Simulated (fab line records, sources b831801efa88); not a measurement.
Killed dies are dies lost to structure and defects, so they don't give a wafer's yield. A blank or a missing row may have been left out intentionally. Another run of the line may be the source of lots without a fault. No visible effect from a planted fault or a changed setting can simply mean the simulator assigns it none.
Problem report, 8D (eight disciplines) form, completed by code / flow sky130 / the parts of the form that need people (team, actions taken, sign-off) are left out

== 1. WHAT IS WRONG ==
beam_energy_keV at SKY_LDD_N_IMPLANT_10 reads a mean of 18.228 on 9 wafers of 3 lots; wafers without a fault read 20.000 with a standard deviation of 0.0061. That is -99 or more standard deviations from the usual mean.
The first sign was on wafer L380.3 at day 24 03:47, on implanter-03. The record has a number at this step for 21 wafers belonging to 7 lots. By rule, "out" or "out of limits" means more than 4 standard deviations away from the usual mean. Any other wafer with a number is counted as sound.

== 2. WHAT IT IS AND WHAT IT IS NOT ==
question=which readings at this step | is=beam_energy_keV | is not=-
question=which lots | is=L380, L381, L383 | is not=L368, L374, L384, L385
question=which wafers of those lots | is=all that have a number | is not=-
question=read on which tools | is=implanter-03 | is not=implanter-01, implanter-02
question=when | is=from day 24 03:47 | is not=up to then (6 sound wafers); but 6 sound wafers of L384, L385 came after

== 3. SUSPECTS, AND WHAT RULES EACH OUT ==
Counting: any tool at a process step up to the reading is kept as a suspect provided that every lot that is out went through it and no sound lot did after the first of them.
- implanter-03 at SKY_LDD_N_IMPLANT_10: kept. It processed each lot that is out, first L380 at day 24 03:47, and no sound lot thereafter; up to then, the last sound lot it processed was L368 at day 20 00:03. On those wafers its own readings are out: beam_energy_keV.
The count leaves implanter-03 at SKY_LDD_N_IMPLANT_10.

== 4. THE CAUSE (what the simulator had put in) ==
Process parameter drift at SKY_LDD_N_IMPLANT_10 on implanter-03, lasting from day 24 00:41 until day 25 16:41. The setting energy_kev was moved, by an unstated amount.
After counting, this tool was the only one left.

== 5. THE EFFECT CHAIN, in route order ==
Rows list readings where the struck wafers' mean (over those with a number) sits beyond 3 standard deviations from the usual. Only readings whose record carries a usual standard deviation are examined. hours: median over the lots of the time between each lot's start at the first step of this table that gives one and its start at this step. sigmas: the change, counted in usual standard deviations.
hours=0; step=SKY_LDD_N_IMPLANT_10; reading=beam_energy_keV; usual=20.000; on struck wafers=18.228; change=-1.772; sigmas=-99 or more
The process steps in it:
- SKY_LDD_N_IMPLANT_10

== 6. WHAT WOULD HAVE CAUGHT IT SOONER ==
In this record no reading fell out of limits until day 24 03:47, 3 hours after the fault had begun at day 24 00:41.
